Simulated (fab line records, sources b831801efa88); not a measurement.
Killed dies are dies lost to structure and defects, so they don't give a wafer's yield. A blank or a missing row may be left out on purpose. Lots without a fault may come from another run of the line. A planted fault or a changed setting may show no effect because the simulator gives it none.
A struck lot beside a sound one | flow sky130 | 28 steps out of a route of 708
Sound: wafers L758.1, L758.3, L758.6. Struck: wafers L765.1, L765.4, L765.6. The cause comes at the end.
At each step with rows: each side's tool, then ch and its chambers, then its first start. Under that, the readings that differ: sound wafers | struck wafers | difference of the means | sigmas: that difference in standard deviations of wafers without a fault.
alike: readings whose means differ by less than 2 such deviations, and words and numbers that are the same on both sides. not compared: withheld readings, readings that some wafer has no value for, bounds like >300 that may hide the same value, and numbers for which the record gives no deviation and whose values overlap.
The two part at a step that has a row with sigmas, a row that says differs or no value, or rows on one side only. Numbers that don't overlap but have no deviation are shown without sigmas and don't part them. A reading that every wafer of one side lacks parts them only if that side has two wafers or more.

first, 1 step without rows for these wafers: SKY_VT_ADJUST_LVTN_IMPLANT_08.
SKY_VT_ADJUST_LVTN_STRIP_09: strips in O2/N2.
  sound on plasma_asher-02 ch 0, day 8 12:18; struck on plasma_asher-02 ch 1, day 10 07:58
  alike: chamber_pressure_mTorr, drypump_motor_current_A, n2_flow_sccm, oes_product_au, strip_time_to_endpoint_s
  not compared: rf_hours_counter_h
SKY_VT_ADJUST_LVTN_TW_MEAS_10:
  sound on film_metro-03, day 8 12:24; struck on film_metro-02, day 10 08:04
  alike: VT_ADJUST_LVTN_TW
then, 7 steps without rows for these wafers: SKY_VT_ADJUST_LVTN_DEHYDRATE_11 (time 60 s); SKY_VT_ADJUST_LVTN_HMDS_12 (prime time 60 s); SKY_VT_ADJUST_LVTN_COAT_13 (resist thk 1140 nm); SKY_VT_ADJUST_LVTN_SOFTBAKE_14 (time 60 s); SKY_VT_ADJUST_LVTN_EXPOSE_15 (exposes mask HVN STD DERIVED, target cd 600 nm); SKY_VT_ADJUST_LVTN_PEB_16; SKY_VT_ADJUST_LVTN_DEVELOP_17 (develop time 60 s).
SKY_VT_ADJUST_LVTN_OVL_MEAS_18:
  sound on overlay-02, day 9 06:44; struck on overlay-01, day 11 05:26
  alike: VT_ADJUST_LVTN_01_OVL
then, 1 step without rows for these wafers: SKY_VT_ADJUST_LVTN_IMPLANT_19.
SKY_VT_ADJUST_LVTN_STRIP_20: strips in O2/N2.
  sound on plasma_asher-01 ch 0, day 9 06:55; struck on plasma_asher-04 ch 0,1, day 11 05:37
  no value came back on the struck wafers for any of 5 readings (chamber_pressure_mTorr (mTorr), drypump_motor_current_A (A) and others); on the sound wafers chamber_pressure_mTorr (mTorr) reads 1500.0 1498.2 1497.8
  reading                                             | sound | struck         | difference | sigmas
  model.NOVOLAK_of_VT_ADJUST_LVTN_COAT_13.thk_nm (nm) | 0 0 0 | 1141 1140 1140 | +1140      |
  not compared: rf_hours_counter_h
SKY_VT_ADJUST_LVTN_TW_MEAS_21:
  sound on film_metro-03, day 9 07:01; struck on film_metro-04, day 11 05:43
  alike: VT_ADJUST_LVTN_2_TW
then, 7 steps without rows for these wafers: SKY_VT_ADJUST_NCORE_DEHYDRATE_00 (time 60 s); SKY_VT_ADJUST_NCORE_HMDS_01 (prime time 60 s); SKY_VT_ADJUST_NCORE_COAT_02 (resist thk 1140 nm); SKY_VT_ADJUST_NCORE_SOFTBAKE_03 (time 60 s); SKY_VT_ADJUST_NCORE_EXPOSE_04 (exposes mask LVTN COMPLEMENT THIN, target cd 380 nm); SKY_VT_ADJUST_NCORE_PEB_05; SKY_VT_ADJUST_NCORE_DEVELOP_06 (develop time 60 s).
SKY_VT_ADJUST_NCORE_CD_MEAS_07: target cd 380 nm.
  sound on cd_sem-01, day 10 03:02; struck on cd_sem-02, day 12 03:41
  alike: cd_nm
SKY_VT_ADJUST_NCORE_OVL_MEAS_08:
  sound on overlay-02, day 10 03:09; struck on overlay-01, day 12 03:48
  alike: VT_ADJUST_NCORE_OVL
then, 1 step without rows for these wafers: SKY_VT_ADJUST_NCORE_IMPLANT_09.
SKY_VT_ADJUST_NCORE_STRIP_10: strips in O2/N2.
  sound on plasma_asher-02 ch 0,1, day 10 03:20; struck on plasma_asher-01 ch 0,1, day 12 03:59
  reading                      | sound             | struck            | difference | sigmas
  strip_time_to_endpoint_s (s) | 14.06 14.06 14.08 | 31.34 31.26 31.32 | +17.24     | +99 or more
  alike: chamber_pressure_mTorr, drypump_motor_current_A, n2_flow_sccm, oes_product_au
  not compared: rf_hours_counter_h
SKY_VT_ADJUST_NCORE_TW_MEAS_11:
  sound on film_metro-02, day 10 03:26; struck on film_metro-02, day 12 04:05
  reading            | sound             | struck         | difference | sigmas
  VT_ADJUST_NCORE_TW | 221.0 221.0 222.2 | 30.3 30.5 30.5 | -191.0     | -99 or more
then, 1 step without rows for these wafers: SKY_VT_ADJUST_HVTR_DEHYDRATE_00 (time 60 s).
-- the record jumps here: 37 days lie between the struck wafers' starts before and after (it left off in module VT_ADJUST_HVTR and takes up again in module PAD_OPEN, whose first step shown is number 708 of the route) --
SKY_PAD_OPEN_PROBE_99:
  sound on prober-01, day 47 00:41; struck on prober-01, day 48 16:48
  reading                                | sound                         | struck                        | difference | sigmas
  model.etest.nfet_16v.r_on_ohm_um       | 1.406e+04 1.418e+04 1.397e+04 | 1.263e+04 1.27e+04 1.231e+04  | -1.523e+03 |
  model.etest.pfet_16v.r_on_ohm_um       | 1.473e+04 1.512e+04 1.471e+04 | 1.752e+04 1.739e+04 1.647e+04 | +2.273e+03 |
  model.etest.pfet_g5v0d10v5.r_on_ohm_um | 4725 4702 4646                | 5957 5901 5882                | +1222      |
  model.etest.tip_p.rs_ohm_sq            | 6883 6880 6904                | 7693 7636 7610                | +757       |
  model.etest.pfet_01v8.r_on_ohm_um      | 2948 2865 2914                | 3337 3327 3311                | +416       |
  model.etest.tip_p_5v.rs_ohm_sq         | 2866 2884 2873                | 3063 3057 3059                | +185       |
  model.etest.pfet_g5v0d10v5.drive_ua_um | 346.1 347.8 351.5             | 250.6 250.5 251.9             | -97.5      |
  model.etest.sram_nfet_pass.drive_ua_um | 507.4 507.8 485.3             | 567.6 563.9 576.9             | +69.3      |

WHERE THEY PART
First at SKY_VT_ADJUST_LVTN_STRIP_20; last, within this record, at SKY_VT_ADJUST_NCORE_TW_MEAS_11.

WHY: what the simulator had put in
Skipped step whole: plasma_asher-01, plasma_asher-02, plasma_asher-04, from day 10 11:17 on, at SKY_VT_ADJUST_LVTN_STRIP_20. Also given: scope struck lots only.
